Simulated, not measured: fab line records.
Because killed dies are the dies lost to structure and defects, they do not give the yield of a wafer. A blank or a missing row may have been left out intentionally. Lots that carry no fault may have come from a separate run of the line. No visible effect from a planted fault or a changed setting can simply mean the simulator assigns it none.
Problem report in the 8D (eight disciplines) form, filled by code + flow sky130 + the parts of the form that need people (team, actions taken, sign-off) are left out

== 1. PROBLEM STATEMENT ==
CAP2M_TIN_RS at SKY_CAP2M_RS_MEAS_03 reads a mean of 7.27 ohm/sq on 5 wafers of 2 lots; wafers without a fault read 6.87 ohm/sq with a standard deviation of 0.073. That is +5.5 standard deviations from the usual mean.
The step: measures by four-point-probe.
First observed at day 45 16:03: wafer L763.2, on film metro-01. Wafers with a number at this step in the record: 29, from 10 lots. The rule behind "out" and "out of limits": a value lying over 4 standard deviations away from the usual mean. The other wafers with a number count as sound.

== 2. WHAT IT IS AND WHAT IT IS NOT ==
| question                    | is                           | is not                                         |
|-----------------------------|------------------------------|------------------------------------------------|
| which readings at this step | CAP2M_TIN_RS                 | -                                              |
| which lots                  | L763, L765                   | L742, L743, L744, L750, L752, L754, L755, L762 |
| which wafers of those lots  | all that have a number       | -                                              |
| read on which gauges        | film metro-01, film metro-04 | film metro-03                                  |
| when                        | from day 45 16:03            | up to then (24 sound wafers)                   |

== 3. WHAT RULES OUT EACH SUSPECT ==
Counting: a tool at a process step up to the reading stays a suspect if it ran every lot that is out and no sound lot after the first of them.
- ruled out: the gauge at SKY_CAP2M_RS_MEAS_03. Those wafers that are out were read across 2 gauges (film metro-01, film metro-04).
- pvd sputter-04 at SKY_METAL4_SPUTTER_01 (material TiN, target thk 20 nm, time 16.7 s): kept. Every lot that is out went through it, starting with L763 (day 45 15:43), and after that it ran no sound lot; the last sound lot it ran before then is L752 (day 42 18:50).
- pvd sputter-03 at SKY_CAP2M_SPUTTER_02 (material TiN, target thk 200 nm, time 166.7 s): kept. Every lot that is out went through it, starting with L763 (day 45 15:55), and after that it ran no sound lot; the last sound lot it ran before then is L755 (day 43 13:37). Out on those wafers are its own readings of cathode dc power W.
After counting, pvd sputter-04 at SKY_METAL4_SPUTTER_01 and pvd sputter-03 at SKY_CAP2M_SPUTTER_02 remain.

== 4. THE CAUSE (what the simulator had put in) ==
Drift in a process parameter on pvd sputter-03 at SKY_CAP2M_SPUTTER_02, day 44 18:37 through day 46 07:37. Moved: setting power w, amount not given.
This tool is one of the 2 suspects left after counting.

== 5. SEQUENCE OF EFFECTS, ordered by route ==
One row per reading whose mean, taken over the struck wafers that have a number, lies over 3 standard deviations from the usual. Only readings for which the record gives a usual standard deviation are gone through. hours: the time from each lot's start at the first step in this table that gives one to its start at this step, as a median over the lots. sigmas: the change in usual standard deviations.
| hours | step                    | reading            | usual       | on struck wafers | change | sigmas      |
|-------|-------------------------|--------------------|-------------|------------------|--------|-------------|
| 0     | SKY_CAP2M_SPUTTER_02    | cathode dc power W | 6500.1 W    | 6181.8           | -318.3 | -99 or more |
| 0     | SKY_CAP2M_RS_MEAS_03    | CAP2M_TIN_RS       | 6.87 ohm/sq | 7.27             | +0.40  | +5.5        |
| 0     | SKY_CAP2M_THK_MEAS_04   | CAP2M_TIN_THK      | 201.6 nm    | 191.0            | -10.6  | -4.6        |
| 21    | SKY_CAP2M_METAL_ETCH_13 | oes product au     | 0.945 a.u.  | 0.913            | -0.032 | -4.2        |
The process steps in it:
- SKY_CAP2M_SPUTTER_02: material TiN, target thk 200 nm, time 166.7 s.
- SKY_CAP2M_METAL_ETCH_13: etches TiN in Cl2/BCl3, stops on SiO2, target depth 220 nm, time 62.9 s.

== 6. HOW IT WOULD HAVE BEEN CAUGHT EARLIER ==
21 hours passed between the start of the fault at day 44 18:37 and the first reading out of limits at a measuring or inspecting step in this record, taken at day 45 16:03.
At SKY_CAP2M_SPUTTER_02, the tool's own readings (cathode dc power W) were out on each struck wafer the step has a row for, so an alarm limit on them would have fired on the first such wafer.
Lots out: 2; of these, L765 started SKY_CAP2M_SPUTTER_02 on pvd sputter-03 after day 45 16:03. It would have been spared by a hold on the tool at that moment.
